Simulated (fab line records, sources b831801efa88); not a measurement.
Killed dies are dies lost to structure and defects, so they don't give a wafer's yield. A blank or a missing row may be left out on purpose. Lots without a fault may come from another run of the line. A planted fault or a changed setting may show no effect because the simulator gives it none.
Which tool did it? | flow gf180mcu | 13 lots, 39 wafers sampled, at 4 steps of a route of 602

WHAT THE GAUGES READ, wafer by wafer
GF_V2_THK_MEAS_25: measures by xrf. Usual: V2_W_THK 355 nm, standard deviation 7.1.
lot  | measured     | on            | V2_W_THK (nm) | flag
L389 | day 20 09:08 | film_metro-04 | 358 355 359   |
L390 | day 20 16:39 | film_metro-04 | 360 365 357   |
L392 | day 21 17:02 | film_metro-01 | 342 342 345   |
L393 | day 22 05:04 | film_metro-04 | 346 349 350   |
L402 | day 24 23:41 | film_metro-01 | 352 360 356   |
L403 | day 25 10:45 | film_metro-04 | 358 364 361   |
L404 | day 25 14:59 | film_metro-01 | 343 344 346   |
L405 | day 26 02:47 | film_metro-02 | 358 356 356   |
L407 | day 27 00:09 | film_metro-02 | 359 359 369   |
L408 | day 27 04:52 | film_metro-04 | 360 353 355   |
L409 | day 27 07:12 | film_metro-02 | 359 362 360   |
L410 | day 27 09:37 | film_metro-01 | 348 348 342   |
L412 | day 28 02:46 | film_metro-02 | 355 355 352   |

WHICH TOOL RAN EACH LOT (tool, then ch and the chambers of the sampled wafers, then the start)
lot  | GF_V1_CVD_23                  | GF_M2_SPUTTER_01             | GF_M2_SPUTTER_04
L389 | cvd_w-02 ch 0,1, day 18 04:57 | pvd_sputter-01, day 18 05:38 | pvd_sputter-01, day 18 05:43
L390 | cvd_w-02 ch 1, day 18 14:35   | pvd_sputter-01, day 18 15:17 | pvd_sputter-01, day 18 15:22
L392 | cvd_w-01 ch 0,1, day 19 15:32 | pvd_sputter-01, day 19 16:13 | pvd_sputter-01, day 19 16:18
L393 | cvd_w-01 ch 0,1, day 20 03:28 | pvd_sputter-02, day 20 04:10 | pvd_sputter-02, day 20 04:14
L402 | cvd_w-02 ch 0,1, day 22 23:56 | pvd_sputter-01, day 23 00:35 | pvd_sputter-01, day 23 00:40
L403 | cvd_w-01 ch 0,1, day 23 10:46 | pvd_sputter-01, day 23 11:25 | pvd_sputter-01, day 23 11:30
L404 | cvd_w-01 ch 0,1, day 23 16:20 | pvd_sputter-04, day 23 17:09 | pvd_sputter-04, day 23 17:14
L405 | cvd_w-02 ch 0,1, day 24 04:20 | pvd_sputter-04, day 24 05:02 | pvd_sputter-04, day 24 05:07
L407 | cvd_w-02 ch 0,1, day 25 02:48 | pvd_sputter-02, day 25 03:29 | pvd_sputter-02, day 25 03:34
L408 | cvd_w-02 ch 0,1, day 25 07:33 | pvd_sputter-02, day 25 08:14 | pvd_sputter-02, day 25 08:19
L409 | cvd_w-01 ch 0,1, day 25 09:14 | pvd_sputter-04, day 25 09:55 | pvd_sputter-04, day 25 10:00
L410 | cvd_w-01 ch 0,1, day 25 13:35 | pvd_sputter-02, day 25 14:17 | pvd_sputter-02, day 25 14:22
L412 | cvd_w-02 ch 0,1, day 26 07:29 | pvd_sputter-04, day 26 08:10 | pvd_sputter-04, day 26 08:15
- GF_V1_CVD_23: deposits W, target thk 350 nm, time 105.05 s.
- GF_M2_SPUTTER_01: material TiN, target thk 30 nm, time 25 s.
- GF_M2_SPUTTER_04: material TiN, target thk 50 nm, time 41.7 s.

WHAT THE TOOLS THEMSELVES READ (means of the sampled wafers that have a number; where no wafer has one, the mark that the record gives instead)
GF_V1_CVD_23. Usual: heater_power_w 789 W, standard deviation 57.
lot  | tool     | heater_power_w (W) | flag
L389 | cvd_w-02 | 774                |
L390 | cvd_w-02 | 812                |
L392 | cvd_w-01 | 755                |
L393 | cvd_w-01 | 807                |
L402 | cvd_w-02 | 794                |
L403 | cvd_w-01 | 769                |
L404 | cvd_w-01 | 827                |
L405 | cvd_w-02 | 796                |
L407 | cvd_w-02 | 786                |
L408 | cvd_w-02 | 803                |
L409 | cvd_w-01 | 771                |
L410 | cvd_w-01 | 768                |
L412 | cvd_w-02 | 775                |

GF_M2_SPUTTER_01. Usual: cathode_dc_power_W 6500.1 W, standard deviation 1.2; chamber_pressure_pa 0.4001 Pa, standard deviation 0.0008; throttle_valve_pct 30.0 %, standard deviation 1.
lot  | tool           | cathode_dc_power_W (W) | chamber_pressure_pa (Pa) | throttle_valve_pct (%) | flag
L389 | pvd_sputter-01 | 6499.8                 | 0.4007                   | 30.2                   |
L390 | pvd_sputter-01 | 6499.3                 | 0.3999                   | 30.3                   |
L392 | pvd_sputter-01 | 6499.8                 | 0.4005                   | 30.3                   |
L393 | pvd_sputter-02 | 6500.6                 | 0.4004                   | 29.3                   |
L402 | pvd_sputter-01 | 6500.3                 | 0.4011                   | 30.3                   |
L403 | pvd_sputter-01 | 6499.6                 | 0.3996                   | 29.8                   |
L404 | pvd_sputter-04 | 6499.7                 | 0.4003                   | 30.5                   |
L405 | pvd_sputter-04 | 6500.9                 | 0.4002                   | 31.1                   |
L407 | pvd_sputter-02 | 6499.5                 | 0.4006                   | 29.6                   |
L408 | pvd_sputter-02 | 6500.3                 | 0.3998                   | 29.8                   |
L409 | pvd_sputter-04 | 6500.6                 | 0.4002                   | 29.6                   |
L410 | pvd_sputter-02 | 6500.2                 | 0.3998                   | 29.7                   |
L412 | pvd_sputter-04 | 6500.4                 | 0.3995                   | 30.2                   |

GF_M2_SPUTTER_04. Usual: cathode_dc_power_W 6500.1 W, standard deviation 1.3; chamber_pressure_pa 0.4000 Pa, standard deviation 0.00081; throttle_valve_pct 30.0 %, standard deviation 1.1.
lot  | tool           | cathode_dc_power_W (W) | chamber_pressure_pa (Pa) | throttle_valve_pct (%) | flag
L389 | pvd_sputter-01 | 6501.2                 | 0.4003                   | 30.1                   |
L390 | pvd_sputter-01 | 6499.0                 | 0.4003                   | 30.1                   |
L392 | pvd_sputter-01 | 6499.6                 | 0.4008                   | 30.3                   |
L393 | pvd_sputter-02 | 6500.3                 | 0.3998                   | 29.2                   |
L402 | pvd_sputter-01 | 6500.0                 | 0.4778                   | 27.8                   | OFF
L403 | pvd_sputter-01 | 6500.6                 | 0.4775                   | 27.4                   | OFF
L404 | pvd_sputter-04 | 6500.5                 | 0.3998                   | 30.5                   |
L405 | pvd_sputter-04 | 6500.5                 | 0.4008                   | 31.2                   |
L407 | pvd_sputter-02 | 6500.0                 | 0.4008                   | 29.7                   |
L408 | pvd_sputter-02 | 6500.2                 | 0.3999                   | 29.8                   |
L409 | pvd_sputter-04 | 6500.4                 | 0.4001                   | 29.8                   |
L410 | pvd_sputter-02 | 6499.6                 | 0.3998                   | 29.8                   |
L412 | pvd_sputter-04 | 6500.7                 | 0.4007                   | 30.2                   |

THE ANSWER, worked out from the rows above alone
Rule: a lot is off if the mean of its wafers that have a number lies more than 3 standard deviations from the usual mean. A lot without any number at a reading at which 4 lots or more have one is off too. The other lots that the step has rows for count as sound. The gauges are gone through in route order, then the tools' own readings, and for those a lot's mean is taken as printed above. The first step at which some lot is off is used, and at that step the reading that is off furthest; a lot without a number counts as furthest.
Off: L402, L403, at GF_M2_SPUTTER_04 (chamber_pressure_pa).
A tool fits if, at that step or a process step before it, it ran every lot that is off, and no sound lot after the first of them. One fits: pvd_sputter-01 at GF_M2_SPUTTER_01 and GF_M2_SPUTTER_04. At GF_M2_SPUTTER_01 its last sound lot is L392 (day 19 16:13), its first lot that is off L402 (day 23 00:35): a fault that began between those two fits.

WHAT THE SIMULATOR HAD PUT IN
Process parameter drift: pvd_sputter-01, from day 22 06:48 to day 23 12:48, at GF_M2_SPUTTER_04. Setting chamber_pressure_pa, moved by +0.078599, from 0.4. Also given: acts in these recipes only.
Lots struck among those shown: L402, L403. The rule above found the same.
